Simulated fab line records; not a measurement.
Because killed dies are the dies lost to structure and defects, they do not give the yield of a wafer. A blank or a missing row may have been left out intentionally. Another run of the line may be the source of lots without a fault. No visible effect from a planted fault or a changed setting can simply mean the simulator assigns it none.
The tool behind it: which one? :: flow gf180mcu :: 33 wafers from 11 lots sampled at 5 of the route's 602 steps

WHAT THE GAUGES SHOWED, per wafer
GF_V5_THK_MEAS_01. Usual: for V5_CVD_00_THK the level is 298 nm and the standard deviation is 3.6.
lot: L780
measured: day 26 03:20
on: filmMetro-03
V5_CVD_00_THK (nm): 301 296 301
flag: 

lot: L783
measured: day 27 04:50
on: filmMetro-02
V5_CVD_00_THK (nm): 304 298 303
flag: 

lot: L784
measured: day 27 07:48
on: filmMetro-02
V5_CVD_00_THK (nm): 298 297 300
flag: 

lot: L785
measured: day 28 01:29
on: filmMetro-03
V5_CVD_00_THK (nm): 291 299 296
flag: 

lot: L790
measured: day 29 12:47
on: filmMetro-01
V5_CVD_00_THK (nm): 300 303 302
flag: 

lot: L792
measured: day 30 00:52
on: filmMetro-02
V5_CVD_00_THK (nm): 294 302 297
flag: 

lot: L793
measured: day 30 14:38
on: filmMetro-01
V5_CVD_00_THK (nm): 297 293 297
flag: 

lot: L797
measured: day 31 14:42
on: filmMetro-03
V5_CVD_00_THK (nm): 302 297 299
flag: 

lot: L798
measured: day 31 22:40
on: filmMetro-03
V5_CVD_00_THK (nm): 299 302 302
flag: 

lot: L801
measured: day 32 11:45
on: filmMetro-03
V5_CVD_00_THK (nm): 295 297 295
flag: 

lot: L803
measured: day 32 17:31
on: filmMetro-03
V5_CVD_00_THK (nm): 302 304 301
flag: 

GF_PASSIVATION_THK_MEAS_03. Usual: for PASSIVATION_CVD_02_THK the level is 702 nm and the standard deviation is 8.8.
lot: L780
measured: day 27 23:36
on: filmMetro-04
PASSIVATION_CVD_02_THK (nm): 707 711 696
flag: 

lot: L783
measured: day 28 23:44
on: filmMetro-02
PASSIVATION_CVD_02_THK (nm): 689 687 706
flag: 

lot: L784
measured: day 29 02:29
on: filmMetro-02
PASSIVATION_CVD_02_THK (nm): 712 710 725
flag: 

lot: L785
measured: day 29 19:23
on: filmMetro-02
PASSIVATION_CVD_02_THK (nm): 696 703 695
flag: 

lot: L790
measured: day 31 04:40
on: filmMetro-02
PASSIVATION_CVD_02_THK (nm): 685 694 696
flag: 

lot: L792
measured: day 31 16:50
on: filmMetro-04
PASSIVATION_CVD_02_THK (nm): 707 700 697
flag: 

lot: L793
measured: day 32 04:39
on: filmMetro-04
PASSIVATION_CVD_02_THK (nm): 692 707 703
flag: 

lot: L797
measured: day 33 03:23
on: filmMetro-03
PASSIVATION_CVD_02_THK (nm): 960 969 710
flag: OFF

lot: L798
measured: day 33 11:01
on: filmMetro-03
PASSIVATION_CVD_02_THK (nm): 692 707 695
flag: 

lot: L801
measured: day 33 23:48
on: filmMetro-03
PASSIVATION_CVD_02_THK (nm): 975 723 970
flag: OFF

lot: L803
measured: day 34 04:30
on: filmMetro-04
PASSIVATION_CVD_02_THK (nm): 687 715 698
flag: 

EACH LOT AND THE TOOL THAT RAN IT (in order: tool; ch and the chambers of the sampled wafers; start)
lot: L780
GF_V5_ETCH_16: rieDiel-03 ch 2,3, day 27 00:40
GF_TOP_METAL_STRIP_17: plasmaAsher-01 ch 0,1, day 27 22:14
GF_PASSIVATION_CVD_02: pecvd-02 ch 0,1,2, day 27 23:25

lot: L783
GF_V5_ETCH_16: rieDiel-02 ch 0,1,3, day 28 01:40
GF_TOP_METAL_STRIP_17: plasmaAsher-02 ch 0,1, day 28 22:47
GF_PASSIVATION_CVD_02: pecvd-02 ch 0,1,2, day 28 23:27

lot: L784
GF_V5_ETCH_16: rieDiel-03 ch 0,2,3, day 28 03:46
GF_TOP_METAL_STRIP_17: plasmaAsher-03 ch 0,1, day 29 01:31
GF_PASSIVATION_CVD_02: pecvd-01 ch 0,1, day 29 02:11

lot: L785
GF_V5_ETCH_16: rieDiel-03 ch 1,2,3, day 28 21:24
GF_TOP_METAL_STRIP_17: plasmaAsher-01 ch 0,1, day 29 18:26
GF_PASSIVATION_CVD_02: pecvd-02 ch 0,1,2, day 29 19:07

lot: L790
GF_V5_ETCH_16: rieDiel-01 ch 0,3, day 30 08:01
GF_TOP_METAL_STRIP_17: plasmaAsher-01 ch 0,1, day 31 03:42
GF_PASSIVATION_CVD_02: pecvd-01 ch 1,2, day 31 04:23

lot: L792
GF_V5_ETCH_16: rieDiel-02 ch 0,1,3, day 30 20:31
GF_TOP_METAL_STRIP_17: plasmaAsher-01 ch 0,1, day 31 15:53
GF_PASSIVATION_CVD_02: pecvd-02 ch 0,1,2, day 31 16:33

lot: L793
GF_V5_ETCH_16: rieDiel-03 ch 1,2,3, day 31 08:30
GF_TOP_METAL_STRIP_17: plasmaAsher-01 ch 0, day 32 03:40
GF_PASSIVATION_CVD_02: pecvd-01 ch 1,2, day 32 04:22

lot: L797
GF_V5_ETCH_16: rieDiel-03 ch 0,1,3, day 32 08:11
GF_TOP_METAL_STRIP_17: plasmaAsher-03 ch 0,1, day 33 02:25
GF_PASSIVATION_CVD_02: pecvd-01 ch 0,2, day 33 03:04

lot: L798
GF_V5_ETCH_16: rieDiel-01 ch 0,2,3, day 32 15:38
GF_TOP_METAL_STRIP_17: plasmaAsher-01 ch 0,1, day 33 09:53
GF_PASSIVATION_CVD_02: pecvd-02 ch 0,2, day 33 10:34

lot: L801
GF_V5_ETCH_16: rieDiel-02 ch 1,2, day 33 04:58
GF_TOP_METAL_STRIP_17: plasmaAsher-02 ch 0,1, day 33 22:50
GF_PASSIVATION_CVD_02: pecvd-01 ch 0,1,2, day 33 23:38

lot: L803
GF_V5_ETCH_16: rieDiel-03 ch 2,3, day 33 10:32
GF_TOP_METAL_STRIP_17: plasmaAsher-02 ch 0,1, day 34 03:32
GF_PASSIVATION_CVD_02: pecvd-02 ch 0,2, day 34 04:13
- GF_V5_ETCH_16: etches BARC in N2/H2.
- GF_TOP_METAL_STRIP_17: strips in O2/N2.
- GF_PASSIVATION_CVD_02: deposits Si3N4, target thk 700 nm, time 486.18 s.

AS READ BY THE TOOLS THEMSELVES (means over the sampled wafers that have a number; for cases with no such wafer, the mark the record gives instead)
GF_V5_ETCH_16. Usual: drypumpMotorCurrentA 5.6 A, standard deviation 0.52; h2FlowSccm 199.9 sccm, standard deviation 0.58; oesProductAu 0.855 a.u., standard deviation 0.0047; throttleValvePct 13.225 %, standard deviation 0.0097.
lot: L780
tool: rieDiel-03
drypumpMotorCurrentA (A): 5.2
h2FlowSccm (sccm): 200.3
oesProductAu (a.u.): 0.855
throttleValvePct (%): 13.226
flag: 

lot: L783
tool: rieDiel-02
drypumpMotorCurrentA (A): 5.5
h2FlowSccm (sccm): 199.7
oesProductAu (a.u.): 0.854
throttleValvePct (%): 13.230
flag: 

lot: L784
tool: rieDiel-03
drypumpMotorCurrentA (A): 5.4
h2FlowSccm (sccm): 199.8
oesProductAu (a.u.): 0.854
throttleValvePct (%): 13.216
flag: 

lot: L785
tool: rieDiel-03
drypumpMotorCurrentA (A): 5.2
h2FlowSccm (sccm): 199.4
oesProductAu (a.u.): 0.857
throttleValvePct (%): 13.222
flag: 

lot: L790
tool: rieDiel-01
drypumpMotorCurrentA (A): 5.9
h2FlowSccm (sccm): 199.6
oesProductAu (a.u.): 0.858
throttleValvePct (%): 13.224
flag: 

lot: L792
tool: rieDiel-02
drypumpMotorCurrentA (A): 5.5
h2FlowSccm (sccm): 200.4
oesProductAu (a.u.): 0.859
throttleValvePct (%): 13.223
flag: 

lot: L793
tool: rieDiel-03
drypumpMotorCurrentA (A): 5.2
h2FlowSccm (sccm): 199.6
oesProductAu (a.u.): 0.856
throttleValvePct (%): 13.233
flag: 

lot: L797
tool: rieDiel-03
drypumpMotorCurrentA (A): 5.3
h2FlowSccm (sccm): 199.9
oesProductAu (a.u.): 0.850
throttleValvePct (%): 13.225
flag: 

lot: L798
tool: rieDiel-01
drypumpMotorCurrentA (A): 5.9
h2FlowSccm (sccm): 199.9
oesProductAu (a.u.): 0.853
throttleValvePct (%): 13.222
flag: 

lot: L801
tool: rieDiel-02
drypumpMotorCurrentA (A): 5.5
h2FlowSccm (sccm): 200.3
oesProductAu (a.u.): 0.857
throttleValvePct (%): 13.228
flag: 

lot: L803
tool: rieDiel-03
drypumpMotorCurrentA (A): 5.4
h2FlowSccm (sccm): 199.4
oesProductAu (a.u.): 0.854
throttleValvePct (%): 13.217
flag: 

GF_TOP_METAL_STRIP_17. Usual: drypumpMotorCurrentA 5.6 A, standard deviation 0.51; heaterPowerW 338 W, standard deviation 25; oesProductAu 0.710 a.u., standard deviation 0.0044; stripTimeToEndpointS 13.23 s, standard deviation 0.074.
lot: L780
tool: plasmaAsher-01
drypumpMotorCurrentA (A): 5.2
heaterPowerW (W): 356
oesProductAu (a.u.): 0.711
stripTimeToEndpointS (s): 13.19
flag: 

lot: L783
tool: plasmaAsher-02
drypumpMotorCurrentA (A): 6.0
heaterPowerW (W): 332
oesProductAu (a.u.): 0.711
stripTimeToEndpointS (s): 13.33
flag: 

lot: L784
tool: plasmaAsher-03
drypumpMotorCurrentA (A): 5.5
heaterPowerW (W): 302
oesProductAu (a.u.): 0.715
stripTimeToEndpointS (s): 13.27
flag: 

lot: L785
tool: plasmaAsher-01
drypumpMotorCurrentA (A): 5.5
heaterPowerW (W): 341
oesProductAu (a.u.): 0.713
stripTimeToEndpointS (s): 13.26
flag: 

lot: L790
tool: plasmaAsher-01
drypumpMotorCurrentA (A): 5.5
heaterPowerW (W): 339
oesProductAu (a.u.): 0.711
stripTimeToEndpointS (s): 13.23
flag: 

lot: L792
tool: plasmaAsher-01
drypumpMotorCurrentA (A): 5.5
heaterPowerW (W): 342
oesProductAu (a.u.): 0.709
stripTimeToEndpointS (s): 13.29
flag: 

lot: L793
tool: plasmaAsher-01
drypumpMotorCurrentA (A): 4.9
heaterPowerW (W): 361
oesProductAu (a.u.): 0.711
stripTimeToEndpointS (s): 13.22
flag: 

lot: L797
tool: plasmaAsher-03
drypumpMotorCurrentA (A): 5.9
heaterPowerW (W): 314
oesProductAu (a.u.): 0.704
stripTimeToEndpointS (s): 13.15
flag: 

lot: L798
tool: plasmaAsher-01
drypumpMotorCurrentA (A): 5.2
heaterPowerW (W): 354
oesProductAu (a.u.): 0.707
stripTimeToEndpointS (s): 13.29
flag: 

lot: L801
tool: plasmaAsher-02
drypumpMotorCurrentA (A): 6.0
heaterPowerW (W): 331
oesProductAu (a.u.): 0.711
stripTimeToEndpointS (s): 13.16
flag: 

lot: L803
tool: plasmaAsher-02
drypumpMotorCurrentA (A): 6.1
heaterPowerW (W): 350
oesProductAu (a.u.): 0.709
stripTimeToEndpointS (s): 13.23
flag: 

GF_PASSIVATION_CVD_02. Usual: heaterPowerW at 733 W, with a standard deviation of 120.
lot: L780
tool: pecvd-02
heaterPowerW (W): 691
flag: 

lot: L783
tool: pecvd-02
heaterPowerW (W): 669
flag: 

lot: L784
tool: pecvd-01
heaterPowerW (W): 711
flag: 

lot: L785
tool: pecvd-02
heaterPowerW (W): 671
flag: 

lot: L790
tool: pecvd-01
heaterPowerW (W): 902
flag: 

lot: L792
tool: pecvd-02
heaterPowerW (W): 633
flag: 

lot: L793
tool: pecvd-01
heaterPowerW (W): 830
flag: 

lot: L797
tool: pecvd-01
heaterPowerW (W): 765
flag: 

lot: L798
tool: pecvd-02
heaterPowerW (W): 704
flag: 

lot: L801
tool: pecvd-01
heaterPowerW (W): 786
flag: 

lot: L803
tool: pecvd-02
heaterPowerW (W): 744
flag: 

THE ANSWER, worked out from the rows above alone
Rule: a lot is off if the mean of its wafers that have a number lies more than 3 standard deviations from the usual mean. A lot without any number at a reading at which 4 lots or more have one is off too. The other lots that the step has rows for count as sound. The gauges are gone through in route order, then the tools' own readings, and for those a lot's mean is taken as printed above. The first step at which some lot is off is used, and at that step the reading that is off furthest; a lot without a number counts as furthest.
Off: L797, L801, seen at GF_PASSIVATION_THK_MEAS_03 (PASSIVATION_CVD_02_THK).
If a tool, at a process step before that reading, ran all the lots that are off and no sound lot after the first of them, it fits. Those tools and the gauges at GF_PASSIVATION_THK_MEAS_03 are tried in the same way. One candidate fits, namely pecvd-01 at GF_PASSIVATION_CVD_02. A fault onset in the window from L793 (day 32 04:22, its last sound lot) to L797 (day 33 03:04, its first lot off) fits.

WHAT THE SIMULATOR HAD INSERTED
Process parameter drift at GF_PASSIVATION_CVD_02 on pecvd-01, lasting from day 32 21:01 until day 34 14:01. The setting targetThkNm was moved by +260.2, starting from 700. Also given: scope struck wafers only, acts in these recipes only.
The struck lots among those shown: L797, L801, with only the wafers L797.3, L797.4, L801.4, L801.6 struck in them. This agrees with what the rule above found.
